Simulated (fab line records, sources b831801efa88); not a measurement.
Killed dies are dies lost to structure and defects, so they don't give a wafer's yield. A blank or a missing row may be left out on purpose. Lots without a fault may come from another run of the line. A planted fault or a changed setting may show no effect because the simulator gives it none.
fab line records | flow sky130
record lots=7 wafers=21 last_day=50
route steps=708 shown FIELD_ISO@6 PAD_OPEN@708
lots that met no fault: from a run of the same line without faults
start_h: hours from the record's first day to the start of the lot's first wafer shown | wait_h: hours since the lot's step before | " the same as in the row above | L1.1+2: a row that stands for several wafers | - no value, or no start given | * or withheld: withheld | < > ~ a bound
route shown NAME@n: a module of which the file shows steps, and the number in the route of the first | usual: mean/standard deviation of fault-free wafers | same: alike in all rows | chamber/n: place in a boat | sites: the reading at each site | _std_site: their standard deviation | _edge_site: outer sites' mean less inner sites' | radius_mm: how far each site lies from the wafer's centre | mask NAME#n: copy n | behind: the tool/chamber that last shaped the wafer | hold: why the lot was held/for how many hours/how that ended | device: the transistor (n, p or np) that didn't switch | end of line: the same wafers' tests at the end of the route | a step without rows: its recipe alone | killed: dies lost to structure and defects at the first sort, not the wafer's yield | map: a wafer's dies, x killed, . not, _ none there
set.NAME: the setting as run; set.NAME@STEP: as run at that earlier step | model.NAME: the simulator's own value behind a step, which no gauge read
lots at some steps of the route; a table a step, a row a wafer
services: from which hour (start_h, from the record's first day; less than 0 if before it) a tool's chamber was out of use, for how many hours, and why
## steps
# step SKY_FIELD_ISO_DEHYDRATE_05
# recipe temp_c=200 time_s=60
# step SKY_FIELD_ISO_HMDS_06
# recipe prime_time_s=60 prime_temp_c=120
# step SKY_FIELD_ISO_COAT_07
# recipe resist=BARC temp_c=withheld time_s=withheld spin_rpm=3000 resist_thk_nm=60
# step SKY_FIELD_ISO_COAT_08
# recipe resist=KrF-thick spin_rpm=3000 resist_thk_nm=450
# step SKY_FIELD_ISO_SOFTBAKE_09
# recipe temp_c=100 time_s=90 resist=KrF-thick
# step SKY_FIELD_ISO_EXPOSE_10
# recipe mask_id=FOM na=0.68 source_shape=annular sigma_inner=0.4 sigma_outer=0.8 target_cd_nm=150 dose_mj=28
# step SKY_FIELD_ISO_PEB_11
# recipe peb_temp_c=withheld peb_time_s=withheld resist=KrF-thick
# step SKY_FIELD_ISO_DEVELOP_12
# recipe develop_time_s=60 resist=KrF-thick dev_temp_c=21
# step SKY_FIELD_ISO_CD_MEAS_13
# recipe target_cd_nm=150
# usual cd_nm=150.1/1.6
# columns lot.wafer tool chamber start_h wait_h cd_nm
L348.4 cd_sem-02 - 48.11 - 151.2
L348.5 " - " " 152.6
L348.6 " - " " 151.3
L351.2 cd_sem-01 - 74.03 - 150.1
L351.5 " - " " 149.7
L351.6 " - " " 148.7
L350.2 cd_sem-02 - 74.37 - 150.9
L350.5 " - " " 149.5
L350.6 " - " " 149.3
L354.2 cd_sem-01 - 82.04 - 146.9
L354.4 " - " " 148.6
L354.5 " - " " 149.4
L356.3 cd_sem-02 - 91.60 - 151.5
L356.4 " - " " 151.4
L356.5 " - " " 149.9
L365.1 cd_sem-01 - 145.12 - 151.2
L365.2 " - " " 152.5
L365.6 " - " " 152.2
L367.4 cd_sem-02 - 153.02 - 152.5
L367.5 " - " " 151.1
L367.6 " - " " 150.7
# step SKY_FIELD_ISO_ETCH_14
# recipe chemistry=N2/H2 target=BARC ion_energy_ev=200 source_w=500 bias_w=100 pressure_mtorr=30 n2_flow_sccm=100 h2_flow_sccm=200 stop_on=SiO2 time_s=45.9 target_depth_a=600
# usual drypump_motor_current_A=5.4/0.45 oes_product_au=0.855/0.0054 rf_fwd_power_W=494.9/2.1 throttle_valve_pct=13.225/0.0092
# columns lot.wafer tool chamber start_h wait_h drypump_motor_current_A oes_product_au rf_fwd_power_W rf_hours_counter_h throttle_valve_pct
L348.4 rie_diel-01 3 48.17 0.0 5.0 0.856 494.0 48 13.227
L348.5 " 0 " " 5.4 0.859 491.7 - 13.231
L348.6 " 3 " " 5.0 0.867 496.4 - 13.224
L351.2 rie_diel-04 2 74.13 0.1 5.0 0.861 492.2 163 13.246
L351.5 " 1 " " 5.4 0.856 498.1 - 13.212
L351.6 " 0 " " 4.8 0.859 497.1 - 13.214
L350.2 rie_diel-01 2 74.47 0.1 5.9 0.859 497.0 71 13.226
L350.5 " 1 " " 5.5 0.859 494.3 - 13.228
L350.6 " 0 " " 5.4 0.855 490.9 - 13.234
L354.2 rie_diel-01 0 82.14 0.1 5.3 0.846 494.6 21 13.220
L354.4 " 3 " " 5.0 0.864 494.0 48 13.239
L354.5 " 0 " " 5.4 0.851 493.2 - 13.240
L356.3 rie_diel-04 0 91.68 0.1 4.8 0.858 497.6 36 13.239
L356.4 " 3 " " 5.9 0.860 497.4 137 13.220
L356.5 " 1 " " 5.4 0.857 495.7 - 13.228
L365.1 rie_diel-03 3 145.24 0.1 5.8 0.861 496.7 29 13.219
L365.2 " 0 " " 6.1 0.853 493.6 59 13.234
L365.6 " 0 " " 6.1 0.859 492.3 - 13.217
L367.4 rie_diel-04 3 153.08 0.0 5.9 0.853 490.1 138 13.230
L367.5 " 3 " " 5.9 0.859 491.7 - 13.234
L367.6 " 2 " " 5.0 0.866 494.2 - 13.226
# step SKY_FIELD_ISO_ETCH_15
# recipe chemistry=CHF3/O2 target_depth_nm=180 stop_on=Si source_w=600 bias_w=200 pressure_mtorr=40 chf3_flow_sccm=50 O2_flow_sccm=5 time_s=72
# usual drypump_motor_current_A=5.4/0.45 oes_product_au=0.950/0.006 rf_fwd_power_W=595.2/2.3 throttle_valve_pct=8.845/0.0096
# columns lot.wafer tool chamber start_h wait_h drypump_motor_current_A oes_product_au rf_fwd_power_W rf_hours_counter_h throttle_valve_pct
L348.4 rie_diel-01 3 48.21 0.0 5.0 0.950 596.7 48 8.850
L348.5 " 0 " " 5.4 0.961 590.3 - 8.853
L348.6 " 3 " " 5.0 0.959 597.3 - 8.836
L351.2 rie_diel-04 2 74.18 0.0 5.0 0.947 592.9 163 8.850
L351.5 " 1 " " 5.4 0.956 593.4 - 8.826
L351.6 " 0 " " 4.8 0.955 596.8 - 8.856
L350.2 rie_diel-01 2 74.51 0.0 5.9 0.957 597.3 71 8.843
L350.5 " 1 " " 5.5 0.958 596.1 - 8.851
L350.6 " 0 " " 5.3 0.951 592.6 - 8.841
L354.2 rie_diel-01 0 82.19 0.0 5.4 0.945 590.5 21 8.843
L354.4 " 3 " " 5.0 0.936 593.1 48 8.838
L354.5 " 0 " " 5.4 0.945 589.9 - 8.838
L356.3 rie_diel-04 0 91.73 0.0 4.8 0.946 596.8 36 8.845
L356.4 " 3 " " 5.9 0.951 591.8 137 8.851
L356.5 " 1 " " 5.5 0.959 598.8 - 8.839
L365.1 rie_diel-03 3 145.29 0.0 5.7 0.945 595.9 29 8.837
L365.2 " 0 " " 6.1 0.942 595.1 59 8.844
L365.6 " 0 " " 6.1 0.946 595.5 - 8.844
L367.4 rie_diel-04 3 153.13 0.0 5.9 0.950 594.1 138 8.831
L367.5 " 3 " " 5.9 0.959 596.6 - 8.835
L367.6 " 2 " " 5.0 0.952 592.4 - 8.846
# step SKY_FIELD_ISO_STRIP_16
# recipe chemistry=O2/N2 power_w=1400 pressure_mtorr=1500 platen_temp_c=withheld o2_flow_sccm=3000 n2_flow_sccm=300 overash_fraction=0.5
# usual drypump_motor_current_A=5.6/0.36 oes_product_au=0.378/0.0044 strip_time_to_endpoint_s=3.549/0.023
# columns lot.wafer tool chamber start_h wait_h drypump_motor_current_A oes_product_au rf_hours_counter_h strip_time_to_endpoint_s
L348.4 plasma_asher-04 1 48.30 0.1 5.8 0.375 - 3.588
L348.5 " 1 " " 5.8 0.379 - 3.560
L348.6 " 0 " " 5.8 0.373 - 3.558
L351.2 plasma_asher-01 1 74.23 0.0 5.9 0.375 27 3.569
L351.5 " 0 " " 5.5 0.374 - 3.538
L351.6 " 1 " " 5.9 0.378 - 3.553
L350.2 plasma_asher-02 0 74.57 0.0 5.9 0.377 43 3.589
L350.5 " 0 " " 6.0 0.373 - 3.576
L350.6 " 1 " " 5.0 0.377 - 3.567
L354.2 plasma_asher-02 1 82.24 0.0 5.0 0.378 43 3.536
L354.4 " 0 " " 6.0 0.374 - 3.557
L354.5 " 0 " " 6.0 0.379 - 3.538
L356.3 plasma_asher-02 0 91.82 0.1 6.0 0.370 - 3.581
L356.4 " 1 " " 5.0 0.377 - 3.554
L356.5 " 1 " " 5.0 0.375 - 3.559
L365.1 plasma_asher-02 0 145.34 0.0 6.0 0.381 50 3.565
L365.2 " 1 " " 5.0 0.382 50 3.578
L365.6 " 0 " " 6.0 0.375 - 3.559
L367.4 plasma_asher-02 1 153.22 0.1 5.0 0.380 - 3.524
L367.5 " 0 " " 6.0 0.377 - 3.530
L367.6 " 1 " " 5.1 0.379 - 3.565
# step SKY_FIELD_ISO_ETCH_17
# recipe target_depth_a=3420 mask_material=Si3N4 chemistry=HBr/Cl2/O2 target=Si taper_deg=5 icp_w=600 bias_w=150 pressure_mtorr=15 HBr_flow_sccm=150 Cl2_flow_sccm=40 O2_flow_sccm=6 time_s=97.7
# usual drypump_motor_current_A=5.5/0.33 oes_product_au=0.998/0.0086 rf_fwd_power_W=596.1/2.2 throttle_valve_pct=25.657/0.01
# columns lot.wafer tool chamber start_h wait_h drypump_motor_current_A oes_product_au rf_fwd_power_W rf_hours_counter_h throttle_valve_pct model.FIELD_ISO.feature_depth_nm model.etch.depth_nm
L348.4 rie_si-01 3 48.37 0.0 5.4 1.006 598.8 111 25.661 342.8 342.8
L348.5 " 0 " " 5.5 0.990 594.3 - 25.658 337.2 337.2
L348.6 " 1 " " 6.0 1.003 595.1 - 25.638 341.7 341.7
L351.2 rie_si-02 0 74.33 0.1 5.7 0.995 595.1 12 25.660 336.2 336.2
L351.5 " 0 " " 5.7 0.993 594.5 - 25.661 336.9 336.9
L351.6 " 3 " " 5.2 1.007 599.7 - 25.643 347.8 347.8
L350.2 rie_si-01 1 74.67 0.1 6.0 0.942 499.4 73 25.689 311.9 311.9
L350.5 " 2 " " 5.8 0.938 500.6 - 25.696 306.6 306.6
L350.6 " 1 " " 6.0 0.949 500.4 - 25.697 312.8 312.8
L354.2 rie_si-01 3 82.34 0.1 5.4 0.952 499.3 111 25.696 312.2 312.2
L354.4 " 2 " " 5.8 0.933 497.8 59 25.696 310.6 310.6
L354.5 " 3 " " 5.4 0.955 503.0 - 25.690 316.2 316.2
L356.3 rie_si-01 1 91.88 0.0 6.0 0.949 500.0 73 25.721 313.9 313.9
L356.4 " 2 " " 5.8 0.917 499.4 59 25.709 304.5 304.5
L356.5 " 2 " " 5.8 0.935 498.1 - 25.704 308.2 308.2
L365.1 rie_si-02 1 145.44 0.1 5.0 1.011 596.0 96 25.654 347.9 347.9
L365.2 " 2 " " 5.1 0.994 598.7 129 25.666 338.6 338.6
L365.6 " 2 " " 5.1 1.003 600.6 - 25.661 341.8 341.8
L367.4 rie_si-02 2 153.28 0.0 5.1 0.997 597.9 129 25.646 340.9 340.9
L367.5 " 0 " " 5.7 0.995 597.4 - 25.659 337.1 337.1
L367.6 " 1 " " 5.0 1.004 596.1 - 25.656 346.5 346.5
# step SKY_FIELD_ISO_WET_ETCH_18
# recipe chemistry=H3PO4 target_depth_nm=25 temp_c=160 target=Si3N4 time_s=286
# step SKY_PAD_OPEN_PROBE_99
# usual killed_at_M0_to_M3=44/7.2 killed_at_M4_up=3.0/1.8 killed_at_contacts=24/5.4 killed_at_front_end=14/4.4 killed_at_other=0.4/0.64 killed_dies=86/9.4 killed_open=47/7.7 killed_short=39/5.8
# same gross_dies=492 killed_at_back_side=0
# columns lot.wafer tool chamber start_h wait_h killed_at_M0_to_M3 killed_at_M4_up killed_at_contacts killed_at_front_end killed_at_other killed_dies killed_open killed_short model.etest.res_p_drift_20v.line_ohm_um model.etest.res_p_drift_20v.rs_ohm_sq model.etest.pfet_16v.r_on_ohm_um model.etest.res_iso_pwell.rs_ohm_sq model.etest.res_iso_pwell.line_ohm_um model.etest.res_nwell.line_ohm_um model.etest.res_nwell.rs_ohm_sq model.etest.pfet_16v.drive_ua_um
L348.4 prober-02 - 1089.56 0.2 47 7 16 16 0 86 43 43 1.067e+04 8939 1.524e+04 3035 1156 1122 941.8 244.5
L348.5 prober-02 - 1089.61 0.2 39 3 23 27 0 92 48 44 1.04e+04 8693 1.516e+04 2967 1112 1109 927 245.5
L348.6 prober-02 - 1089.66 0.2 28 3 28 19 0 78 51 27 1.065e+04 8997 1.535e+04 3094 1167 1136 939.7 242.2
L351.2 prober-02 - 1127.78 0.1 35 3 30 14 1 83 53 29 1.126e+04 9322 1.523e+04 3268 1228 1138 967.6 247.8
L351.5 prober-02 - 1127.93 0.2 50 2 25 15 0 92 53 39 1.11e+04 9270 1.525e+04 3300 1271 1159 970.3 245.4
L351.6 prober-02 - 1127.98 0.2 50 4 28 9 1 92 51 40 1.207e+04 1.005e+04 1.6e+04 3685 1405 1217 1015 237.3
L350.2 prober-01 - 1129.16 0.1 49 4 20 10 1 84 47 37 9767 8252 1.438e+04 2766 1040 1024 867.1 254.6
L350.5 prober-01 - 1129.31 0.2 46 0 15 17 0 78 43 35 9603 8052 1.406e+04 2686 993.9 1033 852.7 256.8
L350.6 prober-01 - 1129.36 0.2 45 0 21 7 0 73 42 31 9894 8235 1.428e+04 2805 1060 1026 872.7 255.7
L354.2 prober-01 - 1130.66 0.1 51 2 26 12 1 92 62 30 9517 8017 1.443e+04 2890 1103 1043 877 250.9
L354.4 prober-01 - 1130.76 0.2 45 2 26 7 0 80 46 34 9493 7935 1.438e+04 2825 1079 1026 865.6 251.4
L354.5 prober-01 - 1130.81 0.2 48 5 29 12 0 94 49 45 9665 8110 1.448e+04 2970 1119 1047 891.4 250
L356.3 prober-01 - 1142.33 0.2 36 10 24 17 0 87 56 31 1.02e+04 8604 1.44e+04 2576 978.5 1048 880.9 252.3
L356.4 prober-01 - 1142.38 0.2 42 1 32 14 0 89 51 38 9716 8263 1.416e+04 2472 917.4 1043 864.2 256
L356.5 prober-01 - 1142.43 0.2 45 4 21 14 0 84 40 44 9955 8434 1.41e+04 2481 950.3 1052 869.6 253.7
L365.1 prober-02 - 1201.33 0.1 44 1 31 12 0 88 53 35 1.172e+04 9735 1.548e+04 3199 1191 1203 1015 239.3
L365.2 prober-02 - 1201.38 0.1 30 4 29 11 0 74 40 34 1.114e+04 9276 1.507e+04 2999 1105 1162 978.1 245.4
L365.6 prober-02 - 1201.58 0.2 39 4 16 15 0 74 37 37 1.127e+04 9378 1.526e+04 3044 1162 1172 983.8 240.4
L367.4 prober-01 - 1210.94 0.2 54 2 29 8 0 93 54 39 1.137e+04 9497 1.527e+04 3224 1196 1123 940.9 249.7
L367.5 prober-01 - 1210.99 0.2 38 0 26 18 0 82 46 36 1.13e+04 9416 1.507e+04 3171 1199 1115 929.9 249.5
L367.6 prober-01 - 1211.04 0.2 47 3 28 14 1 93 44 49 1.194e+04 9957 1.556e+04 3440 1304 1149 957.2 244.8
# killed by level:class
L348.4 VIA2:geometric_particle:open=12 METAL2:geometric_particle:short=9 VIA1:geometric_particle:open=6 VIA3:geometric_particle:short=6 CONTACT:geometric_particle:open=6 POLY_GATE:geometric_particle:open=5 METAL1:geometric_particle:short=5 FIELD_ISO:geometric_particle:short=4
L348.5 POLY_GATE:geometric_particle:short=8 CONTACT:geometric_particle:open=8 VIA1:geometric_particle:open=8 VIA2:geometric_particle:open=8 FIELD_ISO:geometric_particle:short=7 METAL1:geometric_particle:short=6 POLY_GATE:geometric_particle:open=5 LI_CONTACT:geometric_particle:open=5
L348.6 VIA3:geometric_particle:open=11 CONTACT:geometric_particle:open=11 LI_CONTACT:geometric_particle:open=9 VIA1:geometric_particle:open=7 POLY_GATE:geometric_particle:open=5 POLY_GATE:geometric_particle:short=5 FIELD_ISO:geometric_particle:open=4 FIELD_ISO:geometric_particle:short=4
L351.2 CONTACT:geometric_particle:open=14 VIA1:geometric_particle:open=12 LI_CONTACT:geometric_particle:open=9 POLY_GATE:geometric_particle:short=6 VIA2:geometric_particle:open=5 CONTACT:geometric_particle:short=4 FIELD_ISO:geometric_particle:open=3 METAL1:geometric_particle:short=3
L351.5 VIA1:geometric_particle:open=14 VIA2:geometric_particle:open=12 CONTACT:geometric_particle:open=11 CONTACT:geometric_particle:short=7 VIA2:geometric_particle:short=5 VIA3:geometric_particle:open=5 POLY_GATE:geometric_particle:short=4 LOCAL_INTERCONNECT:geometric_particle:short=4
L351.6 CONTACT:geometric_particle:open=12 VIA1:geometric_particle:open=12 VIA2:geometric_particle:open=10 METAL1:geometric_particle:short=9 LI_CONTACT:geometric_particle:open=6 VIA1:geometric_particle:short=6 METAL2:geometric_particle:short=5 LI_CONTACT:geometric_particle:short=4
L350.2 VIA1:geometric_particle:open=16 METAL2:geometric_particle:short=8 VIA2:geometric_particle:short=7 CONTACT:geometric_particle:open=7 FIELD_ISO:geometric_particle:open=5 VIA3:geometric_particle:open=4 LI_CONTACT:geometric_particle:short=4 LI_CONTACT:geometric_particle:open=4
L350.5 VIA2:geometric_particle:open=10 VIA1:geometric_particle:open=9 POLY_GATE:geometric_particle:open=5 CONTACT:geometric_particle:open=5 METAL3:geometric_particle:short=5 VIA1:geometric_particle:short=5 FIELD_ISO:geometric_particle:short=4 LOCAL_INTERCONNECT:geometric_particle:short=4
L350.6 VIA1:geometric_particle:open=15 CONTACT:geometric_particle:open=8 METAL2:geometric_particle:short=7 LI_CONTACT:geometric_particle:open=6 METAL1:geometric_particle:short=6 FIELD_ISO:geometric_particle:open=4 VIA3:geometric_particle:open=4 VIA1:geometric_particle:short=4
L354.2 VIA1:geometric_particle:open=21 CONTACT:geometric_particle:open=13 METAL2:geometric_particle:short=8 VIA3:geometric_particle:open=7 LI_CONTACT:geometric_particle:open=6 VIA1:geometric_particle:short=5 FIELD_ISO:geometric_particle:open=4 CONTACT:geometric_particle:short=4
L354.4 LI_CONTACT:geometric_particle:open=10 CONTACT:geometric_particle:open=9 METAL2:geometric_particle:short=8 VIA1:geometric_particle:open=8 VIA3:geometric_particle:open=7 METAL1:geometric_particle:short=6 VIA3:geometric_particle:short=4 CONTACT:geometric_particle:short=4
L354.5 LI_CONTACT:geometric_particle:open=11 CONTACT:geometric_particle:open=8 METAL1:geometric_particle:short=8 VIA1:geometric_particle:short=7 VIA3:geometric_particle:open=7 CONTACT:geometric_particle:short=6 VIA1:geometric_particle:open=5 METAL2:geometric_particle:short=5
L356.3 CONTACT:geometric_particle:open=15 VIA3:geometric_particle:open=9 FIELD_ISO:geometric_particle:open=7 METAL4:geometric_particle:short=7 LI_CONTACT:geometric_particle:open=6 VIA1:geometric_particle:open=6 METAL2:geometric_particle:short=5 POLY_GATE:geometric_particle:open=3
L356.4 CONTACT:geometric_particle:open=12 VIA1:geometric_particle:open=9 FIELD_ISO:geometric_particle:open=7 LI_CONTACT:geometric_particle:open=7 VIA3:geometric_particle:open=6 METAL1:geometric_particle:short=5 FIELD_ISO:geometric_particle:short=4 LI_CONTACT:geometric_particle:short=4
L356.5 CONTACT:geometric_particle:open=12 VIA1:geometric_particle:open=10 METAL1:geometric_particle:short=6 VIA2:geometric_particle:short=6 VIA1:geometric_particle:short=5 VIA2:geometric_particle:open=5 VIA3:geometric_particle:open=5 POLY_CUT:geometric_particle:short=4
L365.1 VIA1:geometric_particle:open=13 CONTACT:geometric_particle:open=12 VIA3:geometric_particle:open=9 LI_CONTACT:geometric_particle:open=8 LOCAL_INTERCONNECT:geometric_particle:short=6 METAL1:geometric_particle:short=5 POLY_GATE:geometric_particle:open=4 CONTACT:geometric_particle:short=4
L365.2 CONTACT:geometric_particle:open=10 LI_CONTACT:geometric_particle:open=8 METAL2:geometric_particle:short=6 VIA2:geometric_particle:open=6 CONTACT:geometric_particle:short=5 LOCAL_INTERCONNECT:geometric_particle:short=4 FIELD_ISO:geometric_particle:open=3 POLY_GATE:geometric_particle:short=3
L365.6 VIA1:geometric_particle:open=10 CONTACT:geometric_particle:open=6 METAL2:geometric_particle:short=6 METAL1:geometric_particle:short=5 VIA2:geometric_particle:open=5 POLY_GATE:geometric_particle:short=4 LOCAL_INTERCONNECT:geometric_particle:short=4 FIELD_ISO:geometric_particle:open=3
L367.4 VIA1:geometric_particle:open=11 CONTACT:geometric_particle:open=10 VIA2:geometric_particle:open=9 LI_CONTACT:geometric_particle:open=7 CONTACT:geometric_particle:short=7 METAL2:geometric_particle:short=6 VIA1:geometric_particle:short=6 FIELD_ISO:geometric_particle:short=5
L367.5 CONTACT:geometric_particle:open=10 VIA1:geometric_particle:open=9 CONTACT:geometric_particle:short=7 METAL1:geometric_particle:short=7 VIA3:geometric_particle:open=7 FIELD_ISO:geometric_particle:open=5 LOCAL_INTERCONNECT:geometric_particle:short=5 VIA2:geometric_particle:open=5
L367.6 CONTACT:geometric_particle:open=12 VIA1:geometric_particle:open=8 METAL3:geometric_particle:short=7 METAL1:geometric_particle:short=6 LI_CONTACT:geometric_particle:open=5 METAL2:geometric_particle:short=5 VIA3:geometric_particle:open=5 VIA2:geometric_particle:open=5
## services
# columns tool chamber start_h hours kind
plasma_asher-02 - 32.64 3.4 repair
rie_si-02 - 46.20 1.2 repair
plasma_asher-04 - 60.61 10.0 pm
rie_diel-03 - 74.80 2.8 pm
rie_si-01 - 77.87 2.8 pm
rie_si-01 0 106.97 4.1 repair
rie_diel-01 0 107.24 22.5 repair
rie_diel-04 2 115.17 - clean
rie_diel-04 2 115.17 21.7 scheduled_down
rie_diel-04 2 115.17 21.7 vent_cycle
rie_diel-03 2 126.54 - clean
rie_diel-03 2 126.54 20.2 scheduled_down
rie_diel-03 2 126.54 20.2 vent_cycle
rie_diel-01 3 137.68 6.5 repair
plasma_asher-01 - 145.14 5.5 repair
## key
first_sign step=SKY_FIELD_ISO_ETCH_17 reading=rf_fwd_power_W direction=down sigmas=45 usual=596.1 struck=499.8
effect step=SKY_FIELD_ISO_ETCH_17 reading=oes_product_au direction=down sigmas=6.6 usual=0.998 struck=0.941
model_effect step=SKY_FIELD_ISO_ETCH_17 value=FIELD_ISO.feature_depth_nm without=337.7 struck=310.8
model_effect step=SKY_PAD_OPEN_PROBE_99 value=etest.res_p_drift_20v.line_ohm_um without=1.125e+04 struck=9757
met_at SKY_FIELD_ISO_ETCH_17
struck_wafers L350.2,L350.5,L350.6,L354.2,L354.4,L354.5,L356.3,L356.4,L356.5
tester_left_out L350,L354,L356
onset_between 48.37 74.67
fault kind=process_parameter_drift tool=rie_si-01 chamber=- onset_h=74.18 steps=SKY_FIELD_ISO_ETCH_17 channel=icp_w offset=-96 shape=step end_h=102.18 acts_in=these_recipes_only stated=600
# tester_left_out: of these lots the tester's yield and bins aren't shown, on N5 and GAA mostly nor the transistor test; their killed dies are dies lost to structure and defects alone, not to doping, threshold or leakage, so they don't give the yield
